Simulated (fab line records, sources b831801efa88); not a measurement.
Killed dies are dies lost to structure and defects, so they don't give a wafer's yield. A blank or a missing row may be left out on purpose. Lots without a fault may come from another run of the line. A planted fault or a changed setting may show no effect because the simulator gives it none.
fab line records | flow sky130
record lots=5 wafers=15 last_day=50
route steps=708 shown CONTACT@418 METAL1@434
lots that met no fault: from a run of the same line without faults
start_h: hours from the record's first day to the start of the lot's first wafer shown | wait_h: hours since the lot's step before | " the same as in the row above | L1.1+2: a row that stands for several wafers | - no value, or no start given | * or withheld: withheld | < > ~ a bound
route shown NAME@n: a module of which the file shows steps, and the number in the route of the first | usual: mean/standard deviation of fault-free wafers | same: alike in all rows | chamber/n: place in a boat | sites: the reading at each site | _std_site: their standard deviation | _edge_site: outer sites' mean less inner sites' | radius_mm: how far each site lies from the wafer's centre | mask NAME#n: copy n | behind: the tool/chamber that last shaped the wafer | hold: why the lot was held/for how many hours/how that ended | device: the transistor (n, p or np) that didn't switch | end of line: the same wafers' tests at the end of the route | a step without rows: its recipe alone | killed: dies lost to structure and defects at the first sort, not the wafer's yield | map: a wafer's dies, x killed, . not, _ none there
set.NAME: the setting as run; set.NAME@STEP: as run at that earlier step | model.NAME: the simulator's own value behind a step, which no gauge read
lots at some steps of the route; a table a step, a row a wafer
services: from which hour (start_h, from the record's first day; less than 0 if before it) a tool's chamber was out of use, for how many hours, and why
## steps
# step SKY_CONTACT_PEB_12
# recipe peb_temp_c=withheld peb_time_s=withheld resist=KrF-thick
# columns lot.wafer tool chamber start_h wait_h
L074.1+5+6 litho_track-04 0 - -
L084.2+4+5 litho_track-03 0 - -
L089.3+4+6 litho_track-02 0 - -
L091.1+4+5 litho_track-02 0 - -
L097.2+3+5 litho_track-02 0 - -
# step SKY_CONTACT_DEVELOP_13
# recipe develop_time_s=60 resist=KrF-thick dev_temp_c=21
# columns lot.wafer tool chamber start_h wait_h
L074.1+5+6 litho_track-04 0 - -
L084.2+4+5 litho_track-03 0 - -
L089.3+4+6 litho_track-02 0 - -
L091.1+4+5 litho_track-02 0 - -
L097.2+3+5 litho_track-02 0 - -
# step SKY_CONTACT_CD_MEAS_14
# recipe target_cd_nm=170
# usual cd_nm=170.3/1.6
# columns lot.wafer tool chamber start_h wait_h cd_nm
L074.1 cd_sem-02 - 741.58 - 173.0
L074.5 " - " " 172.2
L074.6 " - " " 172.2
L084.2 cd_sem-02 - 816.80 - 170.2
L084.4 " - " " 170.6
L084.5 " - " " 170.3
L089.3 cd_sem-02 - 852.95 - 169.5
L089.4 " - " " 168.4
L089.6 " - " " 167.9
L091.1 cd_sem-02 - 869.38 - 167.2
L091.4 " - " " 168.3
L091.5 " - " " 167.7
L097.2 cd_sem-02 - 905.03 - 173.4
L097.3 " - " " 172.3
L097.5 " - " " 173.5
# step SKY_CONTACT_OVL_MEAS_15
# usual CONTACT_OVL=-1/6.9
# columns lot.wafer tool chamber start_h wait_h CONTACT_OVL[nm]
L074.1 overlay-01 - 741.70 0.1 -3
L074.5 " - " " 2
L074.6 " - " " 4
L084.2 overlay-02 - 816.91 0.1 -3
L084.4 " - " " -6
L084.5 " - " " 0
L089.3 overlay-01 - 853.05 0.1 -8
L089.4 " - " " -5
L089.6 " - " " -6
L091.1 overlay-02 - 869.50 0.1 -6
L091.4 " - " " -1
L091.5 " - " " -12
L097.2 overlay-02 - 905.13 0.1 -12
L097.3 " - " " -14
L097.5 " - " " -12
# step SKY_CONTACT_ETCH_16
# recipe chemistry=N2/H2 target=BARC ion_energy_ev=200 source_w=500 bias_w=100 pressure_mtorr=30 n2_flow_sccm=100 h2_flow_sccm=200 stop_on=SiO2 time_s=45.9 target_depth_a=600
# usual drypump_motor_current_A=5.9/0.34 h2_flow_sccm=200.0/0.58 oes_product_au=0.855/0.005 throttle_valve_pct=13.226/0.0092
# columns lot.wafer tool chamber start_h wait_h drypump_motor_current_A h2_flow_sccm oes_product_au rf_hours_counter_h throttle_valve_pct
L074.1 rie_diel-01 1 741.74 0.0 6.0 200.1 0.854 20 13.226
L074.5 " 0 " " 6.0 198.6 0.857 - 13.217
L074.6 " 3 " " 5.9 200.3 0.864 - 13.219
L084.2 rie_diel-01 1 816.94 0.0 6.0 200.0 0.862 22 13.244
L084.4 " 3 " " 5.8 199.2 0.854 0 13.211
L084.5 " 3 " " 5.9 199.2 0.846 - 13.236
L089.3 rie_diel-01 1 853.09 0.0 6.0 200.1 0.859 - 13.222
L089.4 " 3 " " 5.9 200.6 0.851 - 13.230
L089.6 " 3 " " 5.9 200.0 0.854 - 13.216
L091.1 rie_diel-02 1 869.53 0.0 6.4 199.3 0.857 3 13.222
L091.4 " 2 " " 6.5 199.4 0.855 22 13.239
L091.5 " 1 " " 6.4 198.6 0.858 - 13.222
L097.2 rie_diel-02 3 905.16 0.0 6.0 199.5 0.855 12 13.211
L097.3 " 0 " " 5.3 200.4 0.865 18 13.229
L097.5 " 3 " " 6.0 199.1 0.860 - 13.230
# step SKY_CONTACT_ETCH_17
# recipe target=SiO2 chemistry=C4F8/O2/Ar stop_on=Si3N4 mask_material=KrF-thick source_w=1500 bias_w=1200 pressure_mtorr=40 c4f8_flow_sccm=withheld O2_flow_sccm=6 Ar_flow_sccm=300 time_s=withheld target_depth_a=3400
# usual oes_product_au=0.892/0.0054
# columns lot.wafer tool chamber start_h wait_h oes_product_au
L074.1 rie_diel-01 1 741.78 0.0 0.897
L074.5 " 0 " " 0.892
L074.6 " 3 " " 0.895
L084.2 rie_diel-01 1 816.98 0.0 0.895
L084.4 " 3 " " 0.897
L084.5 " 3 " " 0.879
L089.3 rie_diel-01 1 853.16 0.0 0.888
L089.4 " 3 " " 0.889
L089.6 " 3 " " 0.892
L091.1 rie_diel-02 1 869.57 0.0 0.887
L091.4 " 2 " " 0.897
L091.5 " 1 " " 0.907
L097.2 rie_diel-02 3 905.20 0.0 0.899
L097.3 " 0 " " 0.888
L097.5 " 3 " " 0.900
# step SKY_CONTACT_ETCH_18
# recipe target=Si3N4 chemistry=CHF3/O2 stop_on=TiN source_w=600 bias_w=200 pressure_mtorr=40 chf3_flow_sccm=50 O2_flow_sccm=5 time_s=39 target_depth_a=750
# usual drypump_motor_current_A=5.9/0.34 oes_product_au=0.853/0.0079 throttle_valve_pct=8.793/0.0087
# columns lot.wafer tool chamber start_h wait_h drypump_motor_current_A oes_product_au rf_hours_counter_h throttle_valve_pct
L074.1 rie_diel-01 1 - - 6.0 0.854 20 8.807
L074.5 " 0 " " 6.0 0.867 - 8.790
L074.6 " 3 " " 5.8 0.859 - 8.797
L084.2 rie_diel-01 1 - - 6.0 0.853 23 8.786
L084.4 " 3 " " 5.8 0.874 0 8.814
L084.5 " 3 " " 5.8 0.858 - 8.804
L089.3 rie_diel-01 1 - - 6.0 0.851 - 8.793
L089.4 " 3 " " 5.8 0.851 - 8.799
L089.6 " 3 " " 5.8 0.856 - 8.787
L091.1 rie_diel-02 1 - - 6.3 0.846 3 8.782
L091.4 " 2 " " 6.5 0.864 22 8.794
L091.5 " 1 " " 6.3 0.860 - 8.807
L097.2 rie_diel-02 3 - - 5.9 0.851 12 8.794
L097.3 " 0 " " 5.2 0.840 18 8.788
L097.5 " 3 " " 5.9 0.836 - 8.786
# step SKY_CONTACT_STRIP_19
# recipe chemistry=O2/N2 power_w=1400 pressure_mtorr=1500 platen_temp_c=withheld o2_flow_sccm=3000 n2_flow_sccm=300 overash_fraction=0.5
# usual drypump_motor_current_A=5.6/0.43 oes_product_au=0.380/0.0052 strip_time_to_endpoint_s=3.61/0.052
# columns lot.wafer tool chamber start_h wait_h drypump_motor_current_A oes_product_au rf_hours_counter_h strip_time_to_endpoint_s
L074.1 plasma_asher-03 0 741.87 - 5.9 0.396 65 3.61
L074.5 " 1 " " 6.6 0.370 - 3.55
L074.6 " 0 " " 5.9 0.378 - 3.64
L084.2 plasma_asher-03 1 817.07 - 6.7 0.374 72 3.60
L084.4 " 0 " " 5.9 0.385 - 3.66
L084.5 " 1 " " 6.7 0.383 - 3.65
L089.3 plasma_asher-02 0 853.30 - 5.7 0.382 - 3.65
L089.4 " 1 " " 5.4 0.388 - 3.68
L089.6 " 0 " " 5.7 0.380 - 3.65
L091.1 plasma_asher-02 1 869.66 - 5.4 0.376 12 3.57
L091.4 " 1 " " 5.4 0.384 - 3.66
L091.5 " 1 " " 5.4 0.377 - 3.62
L097.2 plasma_asher-01 0 905.29 - 5.2 0.382 46 3.60
L097.3 " 1 " " 5.3 0.374 - 3.59
L097.5 " 0 " " 5.2 0.385 - 3.60
# step SKY_CONTACT_STRIP_20
# recipe chemistry=post_etch_residue_remover time_s=1200 temp_c=72.5
# usual bath_heat_duty_pct=14.3/1.4
# columns lot.wafer tool chamber start_h wait_h bath_heat_duty_pct
L074.1 wet_bench-02 0 741.97 0.1 11.9
L074.5 " 0 " " 13.2
L074.6 " 0 " " 12.7
L084.2 wet_bench-03 3 817.17 0.1 14.2
L084.4 " 3 " " 14.9
L084.5 " 3 " " 16.0
L089.3 wet_bench-02 0 853.37 0.0 13.5
L089.4 " 0 " " 12.9
L089.6 " 0 " " 14.2
L091.1 wet_bench-01 2 869.76 0.1 14.3
L091.4 " 2 " " 15.1
L091.5 " 2 " " 15.4
L097.2 wet_bench-03 0 905.39 0.1 14.0
L097.3 " 0 " " 13.0
L097.5 " 0 " " 14.8
# step SKY_CONTACT_CLEAN_21
# recipe chemistry=IPA time_s=180 temp_c=25
# usual bath_heat_duty_pct=6.1/0.67
# columns lot.wafer tool chamber start_h wait_h bath_heat_duty_pct
L074.1 wet_bench-03 2 742.34 0.0 6.3
L074.5 " 2 " " 7.2
L074.6 " 2 " " 5.9
L084.2 wet_bench-02 3 817.51 0.0 7.1
L084.4 " 3 " " 6.4
L084.5 " 3 " " 7.7
L089.3 wet_bench-01 1 853.71 0.0 6.2
L089.4 " 1 " " 5.2
L089.6 " 1 " " 6.4
L091.1 wet_bench-03 1 870.17 0.0 5.9
L091.4 " 1 " " 6.9
L091.5 " 1 " " 6.4
L097.2 wet_bench-02 3 905.74 0.0 6.4
L097.3 " 3 " " 6.1
L097.5 " 3 " " 6.8
# step SKY_CONTACT_CLEAN_22
# recipe chemistry=O3/DIW dry=n2_spin
# columns lot.wafer tool chamber start_h wait_h
L074.1+5+6 wet_bench-02 2 742.40 0.0
L084.2+4+5 wet_bench-01 1 817.63 0.0
L089.3+4+6 wet_bench-03 3 853.77 0.0
L091.1+4+5 wet_bench-01 1 870.23 0.0
L097.2+3+5 wet_bench-03 0 905.79 0.0
# step SKY_CONTACT_SPUTTER_23
# recipe material=TiN target_thk_nm=20 chamber_pressure_pa=5 power_w=4000 time_s=80
# usual throttle_valve_pct=29.8/0.77
# columns lot.wafer tool chamber start_h wait_h throttle_valve_pct
L074.1 pvd_sputter-02 - 742.50 0.0 31.2
L074.5 " - " " 29.6
L074.6 " - " " 28.9
L084.2 pvd_sputter-02 - 817.72 0.0 30.2
L084.4 " - " " 29.4
L084.5 " - " " 31.2
L089.3 pvd_sputter-03 - 853.87 0.0 28.6
L089.4 " - " " 30.2
L089.6 " - " " 30.1
L091.1 pvd_sputter-02 - 870.34 0.0 31.3
L091.4 " - " " 29.7
L091.5 " - " " 28.8
L097.2 pvd_sputter-02 - 905.89 0.0 30.6
L097.3 " - " " 29.5
L097.5 " - " " 30.1
# step SKY_CONTACT_CVD_24
# recipe material=W target_thk_nm=340 time_s=102.12 temp_c=400 pressure_torr=40
# usual heater_power_outer_w=508/35 heater_power_w=817/63
# columns lot.wafer tool chamber start_h wait_h heater_power_outer_w heater_power_w since_wet_clean_h
L074.1 cvd_w-02 0 742.56 0.0 470 697 337
L074.5 " 1 " " 487 847 -
L074.6 " 0 " " 449 702 -
L084.2 cvd_w-01 0 817.78 0.0 524 839 914
L084.4 " 0 " " 524 841 -
L084.5 " 1 " " 547 872 -
L089.3 cvd_w-01 1 853.96 0.1 548 893 -
L089.4 " 0 " " 527 834 -
L089.6 " 1 " " 566 862 -
L091.1 cvd_w-01 1 870.40 0.0 539 864 966
L091.4 " 1 " " 536 896 -
L091.5 " 0 " " 531 849 -
L097.2 cvd_w-02 1 905.95 0.0 483 847 500
L097.3 " 1 " " 491 827 -
L097.5 " 1 " " 489 822 -
# step SKY_CONTACT_RS_MEAS_25
# recipe thk_meas_gauge=four-point-probe reads=W_of_CONTACT_CVD_24+TiN_of_CONTACT_SPUTTER_23
# usual CONTACT_W_RS=0.338/0.0048
# columns lot.wafer tool chamber start_h wait_h CONTACT_W_RS[ohm/sq]
L074.1 film_metro-03 - 742.67 0.1 0.329
L074.5 " - " " 0.331
L074.6 " - " " 0.334
L084.2 film_metro-04 - 817.91 0.1 0.334
L084.4 " - " " 0.335
L084.5 " - " " 0.341
L089.3 film_metro-04 - 854.08 0.1 0.345
L089.4 " - " " 0.342
L089.6 " - " " 0.342
L091.1 film_metro-04 - 870.51 0.1 0.346
L091.4 " - " " 0.346
L091.5 " - " " 0.345
L097.2 film_metro-01 - 906.08 0.1 0.334
L097.3 " - " " 0.334
L097.5 " - " " 0.334
# step SKY_CONTACT_THK_MEAS_26
# recipe thk_meas_gauge=xrf reads=W_of_CONTACT_CVD_24
# usual CONTACT_W_THK=355/6.6
# columns lot.wafer tool chamber start_h wait_h CONTACT_W_THK[nm]
L074.1 film_metro-03 - 742.79 0.1 369
L074.5 " - " " 365
L074.6 " - " " 363
L084.2 film_metro-04 - 818.02 0.1 362
L084.4 " - " " 358
L084.5 " - " " 354
L089.3 film_metro-04 - 854.18 0.1 342
L089.4 " - " " 348
L089.6 " - " " 346
L091.1 film_metro-04 - 870.63 0.1 347
L091.4 " - " " 348
L091.5 " - " " 349
L097.2 film_metro-01 - 906.19 0.1 358
L097.3 " - " " 358
L097.5 " - " " 358
# step SKY_CONTACT_CMP_27
# recipe stop_on=SiO2 t_overpolish_s=15 down_force_psi=3.5 platen_rpm=60 target_thk_nm=0 pad_velocity_m_s=0.94248
# usual motor_current_A=10.9/0.74 overpolish_run_s=15.000/0.0091 slurry_flow_ml_min=150.0/0.48 time_to_endpoint_s=82/4.8
# columns lot.wafer tool chamber start_h wait_h motor_current_A overpolish_run_s slurry_flow_ml_min time_to_endpoint_s
L074.1 cmp-02 3 742.85 0.1 10.3 14.996 150.7 79
L074.5 " 3 " " 9.7 14.988 150.9 82
L074.6 " 0 " " 12.3 15.002 149.6 85
L084.2 cmp-01 1 818.07 0.0 11.9 15.012 149.9 78
L084.4 " 0 " " 11.6 15.014 150.4 84
L084.5 " 1 " " 11.2 14.986 149.1 76
L089.4 cmp-01 0 854.32 0.1 11.5 14.999 150.0 86
L089.3 " 1 " " 11.2 14.994 150.4 76
L089.6 " 3 " " 10.7 15.013 149.9 89
L091.4 cmp-01 2 870.69 0.0 10.8 15.005 148.6 87
L091.1 " 3 " " 11.3 14.998 149.7 87
L091.5 " 2 " " 10.9 15.003 148.9 84
L097.2 cmp-02 1 906.30 0.1 10.5 14.998 149.4 79
L097.3 " 3 " " 9.8 14.998 149.7 77
L097.5 " 2 " " 11.0 15.003 150.3 82
# step SKY_METAL1_SPUTTER_00
# recipe material=Ti target_thk_nm=15 power_w=3000 time_s=10 chamber_pressure_pa=0.4
# usual throttle_valve_pct=29.9/1.1
# columns lot.wafer tool chamber start_h wait_h throttle_valve_pct
L074.1 pvd_sputter-03 - 743.15 0.2 30.4
L074.5 " - " " 28.4
L074.6 " - " " 30.0
L084.2 pvd_sputter-03 - 818.37 0.2 30.2
L084.4 " - " " 28.4
L084.5 " - " " 30.1
L089.3 pvd_sputter-01 - 854.52 0.1 30.3
L089.4 " - " " 30.1
L089.6 " - " " 27.5
L091.1 pvd_sputter-02 - 870.99 0.2 28.8
L091.4 " - " " 31.2
L091.5 " - " " 28.8
L097.2 pvd_sputter-02 - 906.60 0.2 30.2
L097.3 " - " " 28.8
L097.5 " - " " 31.0
# step SKY_METAL1_SPUTTER_01
# recipe material=TiN target_thk_nm=20 power_w=6500 time_s=16.7 chamber_pressure_pa=0.4
# usual throttle_valve_pct=29.9/1.1
# columns lot.wafer tool chamber start_h wait_h throttle_valve_pct
L074.1 pvd_sputter-03 - 743.17 0.0 30.1
L074.5 " - " " 28.8
L074.6 " - " " 30.2
L084.2 pvd_sputter-03 - 818.39 0.0 30.1
L084.4 " - " " 28.3
L084.5 " - " " 30.3
L089.3 pvd_sputter-01 - 854.54 0.0 29.9
L089.4 " - " " 29.7
L089.6 " - " " 27.6
L091.1 pvd_sputter-02 - 871.01 0.0 28.9
L091.4 " - " " 31.3
L091.5 " - " " 29.0
L097.2 pvd_sputter-02 - 906.62 0.0 30.4
L097.3 " - " " 29.0
L097.5 " - " " 31.0
# step SKY_METAL1_SPUTTER_02
# recipe material=AlCu target_thk_nm=250 power_w=10600 time_s=13.3 chamber_pressure_pa=0.4
# usual throttle_valve_pct=29.9/1.1
# columns lot.wafer tool chamber start_h wait_h throttle_valve_pct
L074.1 pvd_sputter-03 - 743.20 0.0 30.3
L074.5 " - " " 28.7
L074.6 " - " " 30.0
L084.2 pvd_sputter-03 - 818.42 0.0 30.1
L084.4 " - " " 28.3
L084.5 " - " " 30.3
L089.3 pvd_sputter-01 - 854.56 0.0 29.7
L089.4 " - " " 30.0
L089.6 " - " " 27.7
L091.1 pvd_sputter-02 - 871.04 0.0 28.6
L091.4 " - " " 31.2
L091.5 " - " " 28.9
L097.2 pvd_sputter-02 - 906.65 0.0 30.4
L097.3 " - " " 28.8
L097.5 " - " " 31.2
# step SKY_METAL1_SPUTTER_03
# recipe material=Ti target_thk_nm=5 power_w=3000 time_s=3.3 chamber_pressure_pa=0.4
# usual throttle_valve_pct=29.9/1.1
# columns lot.wafer tool chamber start_h wait_h throttle_valve_pct
L074.1 pvd_sputter-03 - 743.22 0.0 30.3
L074.5 " - " " 28.7
L074.6 " - " " 30.3
L084.2 pvd_sputter-03 - 818.44 0.0 30.5
L084.4 " - " " 28.6
L084.5 " - " " 30.2
L089.3 pvd_sputter-01 - 854.59 0.0 29.8
L089.4 " - " " 29.8
L089.6 " - " " 27.7
L091.1 pvd_sputter-02 - 871.06 0.0 29.2
L091.4 " - " " 30.9
L091.5 " - " " 29.1
L097.2 pvd_sputter-02 - 906.67 0.0 30.2
L097.3 " - " " 28.7
L097.5 " - " " 31.1
# step SKY_METAL1_SPUTTER_04
# recipe material=TiN target_thk_nm=70 power_w=6500 time_s=58.3 chamber_pressure_pa=0.4
# usual throttle_valve_pct=29.8/1.1
# columns lot.wafer tool chamber start_h wait_h throttle_valve_pct
L074.1 pvd_sputter-03 - 743.24 0.0 30.1
L074.5 " - " " 28.3
L074.6 " - " " 30.0
L084.2 pvd_sputter-03 - 818.46 0.0 30.4
L084.4 " - " " 28.8
L084.5 " - " " 29.9
L089.3 pvd_sputter-01 - 854.61 0.0 30.0
L089.4 " - " " 30.1
L089.6 " - " " 27.2
L091.1 pvd_sputter-02 - 871.08 0.0 28.8
L091.4 " - " " 31.3
L091.5 " - " " 29.1
L097.2 pvd_sputter-02 - 906.69 0.0 30.5
L097.3 " - " " 28.9
L097.5 " - " " 31.1
# step SKY_METAL1_RS_MEAS_05
# recipe thk_meas_gauge=four-point-probe reads=TiN_of_METAL1_SPUTTER_04+Ti_of_METAL1_SPUTTER_03+AlCu_of_METAL1_SPUTTER_02+TiN_of_METAL1_SPUTTER_01+Ti_of_METAL1_SPUTTER_00
# usual METAL1_ALCU_RS=0.1268/0.0019
# columns lot.wafer tool chamber start_h wait_h METAL1_ALCU_RS[ohm/sq]
L074.1 film_metro-02 - 743.29 0.0 0.1255
L074.5 " - " " 0.1297
L074.6 " - " " 0.1281
L084.2 film_metro-04 - 818.53 0.0 0.1262
L084.4 " - " " 0.1282
L084.5 " - " " 0.1246
L089.3 film_metro-04 - 854.70 0.1 0.1251
L089.4 " - " " 0.1256
L089.6 " - " " 0.1279
L091.1 film_metro-04 - 871.13 0.0 0.1245
L091.4 " - " " 0.1278
L091.5 " - " " 0.1244
L097.2 film_metro-02 - 906.76 0.0 0.1278
L097.3 " - " " 0.1275
L097.5 " - " " 0.1293
# step SKY_METAL1_THK_MEAS_06
# recipe thk_meas_gauge=xrf reads=AlCu_of_METAL1_SPUTTER_02
# usual METAL1_ALCU_THK=246/3.4
# columns lot.wafer tool chamber start_h wait_h METAL1_ALCU_THK[nm]
L074.1 film_metro-02 - 743.41 0.1 248
L074.5 " - " " 240
L074.6 " - " " 244
L084.2 film_metro-04 - 818.64 0.1 248
L084.4 " - " " 243
L084.5 " - " " 251
L089.3 film_metro-04 - 854.80 0.1 249
L089.4 " - " " 249
L089.6 " - " " 247
L091.1 film_metro-04 - 871.25 0.1 252
L091.4 " - " " 247
L091.5 " - " " 252
L097.2 film_metro-02 - 906.87 0.1 243
L097.3 " - " " 243
L097.5 " - " " 242
# step SKY_METAL1_DEHYDRATE_07
# recipe temp_c=200 time_s=60
# columns lot.wafer tool chamber start_h wait_h
L074.1+5+6 litho_track-01 0 757.21 13.8
L084.2+4+5 litho_track-03 0 831.15 12.5
L089.3+4+6 litho_track-01 0 867.56 12.8
L091.1+4+5 litho_track-01 0 883.26 12.0
L097.2+3+5 litho_track-02 0 918.84 12.0
# step SKY_METAL1_HMDS_08
# recipe prime_time_s=60 prime_temp_c=120
# columns lot.wafer tool chamber start_h wait_h
L074.1+5+6 litho_track-01 0 757.36 0.1
L084.2+4+5 litho_track-03 0 831.30 0.1
L089.3+4+6 litho_track-01 0 867.71 0.1
L091.1+4+5 litho_track-01 0 883.41 0.1
L097.2+3+5 litho_track-02 0 918.99 0.1
# step SKY_METAL1_COAT_09
# recipe resist=BARC temp_c=withheld time_s=withheld spin_rpm=3000 resist_thk_nm=60
# columns lot.wafer tool chamber start_h wait_h
L074.1+5+6 litho_track-01 0 757.51 0.1
L084.2+4+5 litho_track-03 0 831.45 0.1
L089.3+4+6 litho_track-01 0 867.86 0.1
L091.1+4+5 litho_track-01 0 883.56 0.1
L097.2+3+5 litho_track-02 0 919.14 0.1
# step SKY_METAL1_COAT_10
# recipe resist=KrF-thick spin_rpm=3000 resist_thk_nm=450
# columns lot.wafer tool chamber start_h wait_h
L074.1+5+6 litho_track-01 0 - -
L084.2+4+5 litho_track-03 0 - -
L089.3+4+6 litho_track-01 0 - -
L091.1+4+5 litho_track-01 0 - -
L097.2+3+5 litho_track-02 0 - -
# step SKY_METAL1_SOFTBAKE_11
# recipe temp_c=100 time_s=90 resist=KrF-thick
# columns lot.wafer tool chamber start_h wait_h
L074.1+5+6 litho_track-01 0 - -
L084.2+4+5 litho_track-03 0 - -
L089.3+4+6 litho_track-01 0 - -
L091.1+4+5 litho_track-01 0 - -
L097.2+3+5 litho_track-02 0 - -
# step SKY_METAL1_EXPOSE_12
# recipe mask_id=MM1 na=0.8 source_shape=annular sigma_inner=0.55 sigma_outer=0.85 target_cd_nm=140 dose_mj=28
# same sigma_inner=0.55
# columns lot.wafer tool chamber start_h wait_h mask
L074.1+5+6 krf_scanner-01 0 - - MM1#0
L084.2+4+5 krf_scanner-01 0 - - MM1#0
L089.3+4+6 krf_scanner-02 0 - - MM1#0
L091.1+4+5 krf_scanner-01 0 - - MM1#0
L097.2+3+5 krf_scanner-02 0 - - MM1#0
# step SKY_METAL1_PEB_13
# recipe peb_temp_c=withheld peb_time_s=withheld resist=KrF-thick
# columns lot.wafer tool chamber start_h wait_h
L074.1+5+6 litho_track-02 0 - -
L084.2+4+5 litho_track-01 0 - -
L089.3+4+6 litho_track-01 0 - -
L091.1+4+5 litho_track-03 0 - -
L097.2+3+5 litho_track-03 0 - -
# step SKY_METAL1_DEVELOP_14
# recipe develop_time_s=60 resist=KrF-thick dev_temp_c=21
# columns lot.wafer tool chamber start_h wait_h
L074.1+5+6 litho_track-02 0 - -
L084.2+4+5 litho_track-01 0 - -
L089.3+4+6 litho_track-01 0 - -
L091.1+4+5 litho_track-03 0 - -
L097.2+3+5 litho_track-03 0 - -
# step SKY_METAL1_CD_MEAS_15
# recipe target_cd_nm=140
# usual cd_nm=140.8/1.4
# columns lot.wafer tool chamber start_h wait_h cd_nm
L074.1 cd_sem-02 - 771.27 - 138.6
L074.5 " - " " 139.6
L074.6 " - " " 139.7
L084.2 cd_sem-02 - 845.38 - 141.9
L084.4 " - " " 141.7
L084.5 " - " " 140.5
L089.3 cd_sem-02 - 880.95 - 138.8
L089.4 " - " " 139.2
L089.6 " - " " 137.0
L091.1 cd_sem-01 - 897.38 - 140.4
L091.4 " - " " 139.8
L091.5 " - " " 139.4
L097.2 cd_sem-02 - 931.80 - 143.3
L097.3 " - " " 145.0
L097.5 " - " " 144.0
# step SKY_METAL1_OVL_MEAS_16
# usual METAL1_OVL=-1/3.9
# columns lot.wafer tool chamber start_h wait_h METAL1_OVL[nm]
L074.1 overlay-01 - 771.39 0.1 0
L074.5 " - " " 5
L074.6 " - " " 2
L084.2 overlay-01 - 845.48 0.1 3
L084.4 " - " " -4
L084.5 " - " " -6
L089.3 overlay-01 - 881.04 0.1 6
L089.4 " - " " 8
L089.6 " - " " 6
L091.1 overlay-01 - 897.50 0.1 -6
L091.4 " - " " -7
L091.5 " - " " 3
L097.2 overlay-02 - 931.91 0.1 -7
L097.3 " - " " 4
L097.5 " - " " 2
# step SKY_METAL1_DESCUM_17
# recipe chemistry=O2 source_power_w=150 bias_power_w=0 pressure_mtorr=10 temp_c=40 time_s=8
# usual drypump_motor_current_A=5.6/0.47 oes_product_au=0.997/0.011
# same bias_power_w=0
# columns lot.wafer tool chamber start_h wait_h drypump_motor_current_A oes_product_au rf_hours_counter_h
L074.1 rie_metal-04 0 771.43 0.0 5.9 0.999 4
L074.5 " 0 " " 5.9 0.990 -
L074.6 " 1 " " 5.2 1.003 -
L084.2 rie_metal-01 1 845.51 0.0 5.2 0.986 8
L084.4 " 0 " " 5.7 1.001 -
L084.5 " 0 " " 5.7 1.001 -
L089.3 rie_metal-02 1 881.07 0.0 6.3 0.999 -
L089.4 " 0 " " 5.2 0.991 -
L089.6 " 1 " " 6.3 0.996 -
L091.1 rie_metal-02 1 897.54 0.0 6.3 0.994 13
L091.4 " 1 " " 6.3 0.998 -
L091.5 " 1 " " 6.3 1.002 -
L097.2 rie_metal-02 1 931.94 0.0 6.3 1.001 15
L097.3 " 1 " " 6.3 0.993 -
L097.5 " 0 " " 5.2 0.980 -
# step SKY_METAL1_ETCH_18
# recipe chemistry=N2/H2 target=BARC ion_energy_ev=200 bias_w=100 pressure_mtorr=30 n2_flow_sccm=100 h2_flow_sccm=200 icp_w=500 stop_on=SiO2 time_s=45.9 target_depth_a=600
# usual drypump_motor_current_A=5.6/0.47 h2_flow_sccm=200.0/0.6 oes_product_au=0.855/0.005 throttle_valve_pct=13.226/0.0089
# columns lot.wafer tool chamber start_h wait_h drypump_motor_current_A h2_flow_sccm oes_product_au rf_hours_counter_h throttle_valve_pct
L074.1 rie_metal-04 0 771.46 0.0 5.9 199.1 0.857 4 13.242
L074.5 " 0 " " 5.9 199.3 0.852 - 13.225
L074.6 " 1 " " 5.2 200.0 0.854 - 13.233
L084.2 rie_metal-01 1 845.54 0.0 5.2 199.9 0.857 8 13.231
L084.4 " 0 " " 5.7 199.4 0.848 - 13.223
L084.5 " 0 " " 5.7 200.0 0.853 - 13.217
L089.3 rie_metal-02 1 881.11 0.0 6.3 200.5 0.862 - 13.226
L089.4 " 0 " " 5.2 199.9 0.853 - 13.224
L089.6 " 1 " " 6.3 199.8 0.864 - 13.226
L091.1 rie_metal-02 1 897.57 0.0 6.3 199.5 0.862 13 13.227
L091.4 " 1 " " 6.3 199.7 0.852 - 13.223
L091.5 " 1 " " 6.4 200.3 0.856 - 13.235
L097.2 rie_metal-02 1 931.97 0.0 6.4 199.1 0.859 15 13.228
L097.3 " 1 " " 6.4 199.0 0.861 - 13.217
L097.5 " 0 " " 5.2 200.8 0.851 - 13.234
# step SKY_METAL1_METAL_ETCH_19
# recipe target_depth_a=3600 stop_on=SiO2 over_etch_frac=0.3 time_s=78 chemistry=Cl2/BCl3 resist_sidewall_deg=88 pressure_mtorr=10 icp_w=900 bias_w=48.5 Cl2_flow_sccm=60 bcl3_flow_sccm=30
# usual drypump_motor_current_A=5.6/0.47 oes_product_au=0.854/0.0071 throttle_valve_pct=22.263/0.0087
# same over_etch_frac=0.3
# columns lot.wafer tool chamber start_h wait_h drypump_motor_current_A oes_product_au rf_hours_counter_h throttle_valve_pct
L074.1 rie_metal-04 0 771.52 0.0 5.9 0.856 4 22.272
L074.5 " 0 " " 5.9 0.846 - 22.252
L074.6 " 1 " " 5.2 0.850 - 22.262
L084.2 rie_metal-01 1 845.61 0.0 5.2 0.855 8 22.277
L084.4 " 0 " " 5.7 0.846 - 22.253
L084.5 " 0 " " 5.7 0.863 - 22.254
L089.3 rie_metal-02 1 881.19 0.1 6.3 0.846 - 22.263
L089.4 " 0 " " 5.2 0.852 - 22.263
L089.6 " 1 " " 6.4 0.854 - 22.262
L091.1 rie_metal-02 1 897.63 0.0 6.3 0.861 13 22.260
L091.4 " 1 " " 6.3 0.853 - 22.257
L091.5 " 1 " " 6.3 0.850 - 22.272
L097.2 rie_metal-02 1 932.03 0.0 6.3 0.850 15 22.262
L097.3 " 1 " " 6.4 0.861 - 22.261
L097.5 " 0 " " 5.2 0.845 - 22.258
## services
# columns tool chamber start_h hours kind
rie_diel-01 2 721.97 8.9 repair
cmp-01 - 726.31 0.8 repair
pvd_sputter-01 - 733.17 7.0 repair
krf_scanner-01 - 736.20 1.0 pm
cmp-01 - 744.21 4.0 pm
rie_diel-02 2 747.14 8.9 repair
krf_scanner-01 - 754.55 0.4 repair
rie_diel-01 1 784.46 5.9 repair
rie_diel-01 - 792.20 2.8 pm
cvd_w-01 0 792.74 4.7 repair
cvd_w-01 - 800.69 6.9 pm
pvd_sputter-01 - 811.31 12.5 repair
rie_diel-01 3 820.85 2.8 repair
rie_diel-01 2 825.05 16.2 repair
pvd_sputter-03 - 833.22 2.7 repair
rie_diel-02 1 834.85 6.6 repair
wet_bench-02 - 841.74 2.4 repair
rie_diel-02 2 843.31 2.1 repair
rie_diel-01 0 849.31 5.6 repair
pvd_sputter-03 - 865.72 6.2 repair
rie_diel-01 2 873.41 3.2 repair
pvd_sputter-01 - 878.44 4.8 repair
rie_diel-02 - 901.33 2.8 pm
rie_diel-02 2 923.05 2.4 repair
## key
fault none
